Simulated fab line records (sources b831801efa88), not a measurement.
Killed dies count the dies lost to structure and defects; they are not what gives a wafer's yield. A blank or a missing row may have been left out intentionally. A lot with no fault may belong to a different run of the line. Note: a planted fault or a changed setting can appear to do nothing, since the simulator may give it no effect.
Which tool was responsible?    flow sky130    18 wafers from 6 lots sampled at 6 of the route's 708 steps

## WHAT THE GAUGES READ, wafer by wafer
SKY_VT_ADJUST_LVTN_TW_MEAS_10.
lot   measured      on             VT_ADJUST_LVTN_TW
L925  day 8 00:28   film-metro-01  236.3 237.9 236.4
L927  day 8 14:34   film-metro-03  239.3 237.0 238.7
L938  day 11 05:16  film-metro-03  237.6 238.5 238.2
L940  day 11 14:27  film-metro-02  235.2 236.0 234.7
L942  day 12 02:54  film-metro-01  236.6 236.4 236.6
L945  day 12 19:01  film-metro-02  236.1 237.4 237.7

## WHICH TOOL RAN EACH LOT (tool, then ch and the chambers of the sampled wafers, then the start)
lot   SKY_FIELD_ISO_ETCH_15              SKY_FIELD_ISO_CMP_27          SKY_NWELL_RTA_28                  SKY_VT_ADJUST_HVTP_STRIP_10           SKY_VT_ADJUST_LVTN_STRIP_09
L925  rie-diel-01 ch 0,1,2, day 2 18:39  cmp-01 ch 0,2,3, day 3 05:32  rtp-anneal-02 ch 0, day 6 08:26   plasma-asher-01 ch 0,1, day 7 04:41   plasma-asher-01 ch 1, day 8 00:22
L927  rie-diel-02 ch 0,1,2, day 3 08:05  cmp-02 ch 0,1,2, day 3 20:58  rtp-anneal-01 ch 0, day 6 22:17   plasma-asher-01 ch 0,1, day 7 18:14   plasma-asher-02 ch 0,1, day 8 14:27
L938  rie-diel-01 ch 0,1,3, day 5 09:20  cmp-01 ch 0,1,3, day 5 19:55  rtp-anneal-02 ch 0, day 9 07:27   plasma-asher-01 ch 1, day 10 06:02    plasma-asher-01 ch 0, day 11 05:09
L940  rie-diel-02 ch 0,2,3, day 5 22:50  cmp-02 ch 2,3, day 6 03:10    rtp-anneal-02 ch 0, day 9 15:26   plasma-asher-01 ch 0,1, day 10 14:31  plasma-asher-03 ch 0,1, day 11 14:21
L942  rie-diel-01 ch 1,2,3, day 6 09:24  cmp-02 ch 0,1,3, day 6 13:58  rtp-anneal-02 ch 0, day 10 02:37  plasma-asher-01 ch 0,1, day 11 02:56  plasma-asher-01 ch 0,1, day 12 02:48
L945  rie-diel-04 ch 0,3, day 6 22:51    cmp-01 ch 0,1,3, day 7 02:32  rtp-anneal-02 ch 0, day 10 18:02  plasma-asher-02 ch 0,1, day 11 18:13  plasma-asher-03 ch 0,1, day 12 18:54
- SKY_FIELD_ISO_ETCH_15: etches the open film in CHF3/O2, stops on Si, target depth 180 nm, time 72 s.
- SKY_FIELD_ISO_CMP_27: polishes, stops on Si3N4, t overpolish 16 s, target thk 457.8 nm.
- SKY_NWELL_RTA_28: time 30 s.
- SKY_VT_ADJUST_HVTP_STRIP_10: strips in O2/N2.
- SKY_VT_ADJUST_LVTN_STRIP_09: strips in O2/N2.

## THE ANSWER, worked out from the rows above alone
Rule: what is usual is taken from the lots themselves. Put in order of their means at a reading, lots are off if they are a third of the lots or fewer, leave a main group of 4 or more, and stand apart from it by a gap of 3 or more times the standard deviation of the main group's means; of several such gaps the widest counts. A main group whose means are all the same, to the digits that the tables above print for the reading, isn't used. A lot without any number at a reading at which 4 lots or more have one is off too. Any other lot the step has rows for is counted as sound.
No lot is off at any reading shown: from this, nothing can be told.

## WHAT THE SIMULATOR HAD PUT IN
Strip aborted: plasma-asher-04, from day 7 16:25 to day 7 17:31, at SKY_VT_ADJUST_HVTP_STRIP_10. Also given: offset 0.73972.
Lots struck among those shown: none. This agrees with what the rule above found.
